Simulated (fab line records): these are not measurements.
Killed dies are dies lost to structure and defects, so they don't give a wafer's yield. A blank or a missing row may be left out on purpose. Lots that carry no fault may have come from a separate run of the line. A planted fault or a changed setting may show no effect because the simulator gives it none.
The same fault as seen by 2 desks | flow sfq line | each desk holds nothing but its own numbers, with what lay behind them at the end

## THE TOOL OWNER'S DESK: rie metal-03
The tool's own readings at SFQ_TRILAYER_M2_ETCH_METAL_ETCH_060 (etches Nb in Cl2/Ar, stops on SiO2, target depth 240 nm, time 120 s): means of the sampled wafers that have a number, for each lot that ran on this tool. The brackets show how far a lot's mean lies from the usual mean; more than 4 standard deviations puts the lot out of limits, marked OUT.
Columns: A = bias w at SFQ_TRILAYER_M2_ETCH_METAL_ETCH_060, usual 80.00 W; B = drypump motor current A at SFQ_TRILAYER_M2_ETCH_METAL_ETCH_060, usual 5.6 A; C = he backside leak sccm at SFQ_TRILAYER_M2_ETCH_METAL_ETCH_060, usual 3.47 sccm; D = oes product au at SFQ_TRILAYER_M2_ETCH_METAL_ETCH_060, usual 0.892 a.u.; E = run length s at SFQ_TRILAYER_M2_ETCH_METAL_ETCH_060, usual 148.1 s
lot  | first seen here | A     | B   | C    | D                | E
L848 | day 27 10:46    | 80.25 | 5.6 | 3.34 | 0.873            | 148.2
L855 | day 29 15:14    | 80.14 | 5.6 | 3.58 | 0.918            | 145.3 (-4.2) OUT
L856 | day 30 04:26    | -     | 5.0 | 3.79 | 0.959 (+10) OUT  | 139.2 (-14) OUT
L860 | day 30 22:34    | 80.58 | 5.5 | 3.46 | 0.932 (+6.1) OUT | 143.9 (-6.3) OUT
This desk's verdict: out of limits on L855, L856, L860, starting with L855 at day 29 15:14 (run length s at SFQ_TRILAYER_M2_ETCH_METAL_ETCH_060). Within limits: L848.

## THE METROLOGY DESK
What the gauges read for every lot (on any tool): the sampled wafers with a number, averaged. The brackets show how far a lot's mean lies from the usual mean; more than 4 standard deviations puts the lot out of limits, marked OUT.
Columns: A = M2_NB_RS at SFQ_M2_RS_MEAS_914, usual 0.895 ohm/sq; B = M2_OVL at SFQ_M2_OVL_MEAS_916, usual -1 nm
lot  | first seen here | A     | B
L844 | day 24 00:18    | 0.876 | 3
L848 | day 27 07:43    | 0.924 | 0
L855 | day 29 12:26    | 0.897 | 2
L856 | day 29 23:07    | 0.898 | 6
L860 | day 30 18:20    | 0.889 | -2
L861 | day 31 01:33    | 0.898 | -5
L862 | day 31 03:55    | 0.884 | -9
This desk's finding: nothing out of limits on any of the 7 lots.

## ALL TOGETHER
The tool owner's desk could have raised an alarm at day 29 15:14, on L855, L856, L860.
From the metrology desk's view, nothing was out of limits.
The metrology desk holds a record of L855, L856, L860, inside its limits.
All the named lots went through SFQ_TRILAYER_M2_ETCH_METAL_ETCH_060 on rie metal-03.

## WHAT WAS PUT IN BY THE SIMULATOR
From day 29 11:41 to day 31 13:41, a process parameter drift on rie metal-03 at SFQ_TRILAYER_M2_ETCH_METAL_ETCH_060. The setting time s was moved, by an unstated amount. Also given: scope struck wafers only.
Lots struck among those shown: L855, L856, L860.
Delay in hours, fault start to first out-of-limits reading, by desk: the tool owner's desk at 4.
